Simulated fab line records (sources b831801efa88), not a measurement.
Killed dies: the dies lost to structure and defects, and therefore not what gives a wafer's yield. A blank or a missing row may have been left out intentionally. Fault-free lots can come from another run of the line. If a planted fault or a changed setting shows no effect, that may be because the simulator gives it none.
Chamber matching	flow gf180mcu	cmp-02 running GF_V1_CMP_04: 4 sister chambers
The step polishes SiO2. 14 wafers are shown with their chamber, then 7 later ones without.

== EACH WAFER AND ITS CHAMBER ==
wafer	chamber	motor-current-A (A)	time-to-endpoint-s (s)	slurry-flow-ml-min
L157.1	0	12.0	76	149.9
L157.4	2	9.9	83	150.3
L157.5	3	10.7	80	149.5
L163.2	2	9.6	71	149.4
L163.3	1	11.7	69	150.0
L163.5	1	11.9	80	150.2
L168.2	0	11.7	72	150.1
L168.4	3	10.8	75	150.1
L168.5	2	10.2	78	150.5
L170.1	0	11.8	78	149.7
L170.3	1	11.4	66	149.8
L170.4	3	11.5	76	149.8
L172.1	3	10.8	75	150.3
L172.4	1	11.6	75	150.1

SIGNATURES (means of the wafers above)
reading	chamber 0	chamber 1	chamber 2	chamber 3	scatter within a chamber
motor-current-A	11.833	11.650	9.900	10.950	0.277
time-to-endpoint-s	75.33	72.50	77.33	76.50	4.75
slurry-flow-ml-min	149.900	150.025	150.067	149.925	0.35
Rule: a wafer lies at a distance from a chamber equal to the root of the sum of squares, over the readings, of (its reading less the chamber's mean, divided by the reading's scatter). If the next closest chamber is less than 2 further off than the closest, the wafer can't be placed; otherwise it belongs to the closest. How the scatter is found: for the shown wafers, subtract from each reading the mean of its chamber, square and add these, divide the total by (wafers less chambers), then take the root.

== WAFERS WHOSE CHAMBER IS MISSING ==
wafer	motor-current-A (A)	time-to-endpoint-s (s)	slurry-flow-ml-min
L172.6	12.2	76	149.0
L173.4	12.3	75	149.7
L173.5	11.4	77	150.4
L173.6	11.6	74	149.5
L174.1	11.3	74	150.1
L174.5	12.5	78	149.6
L174.6	11.7	77	149.9

== WHICH CHAMBER EACH WENT THROUGH ==
wafer	from the rows above	in truth
L172.6	can't be placed: 0 or 1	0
L173.4	can't be placed: 0 or 1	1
L173.5	can't be placed: 1 or 3 or 0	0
L173.6	can't be placed: 0 or 1 or 3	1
L174.1	can't be placed: 1 or 3 or 0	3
L174.5	can't be placed: 0 or 1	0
L174.6	can't be placed: 0 or 1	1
Placed correctly: 0 of 7. These rows do not allow placing 7 (true chamber among the candidates in 7). 0 placed wrongly.
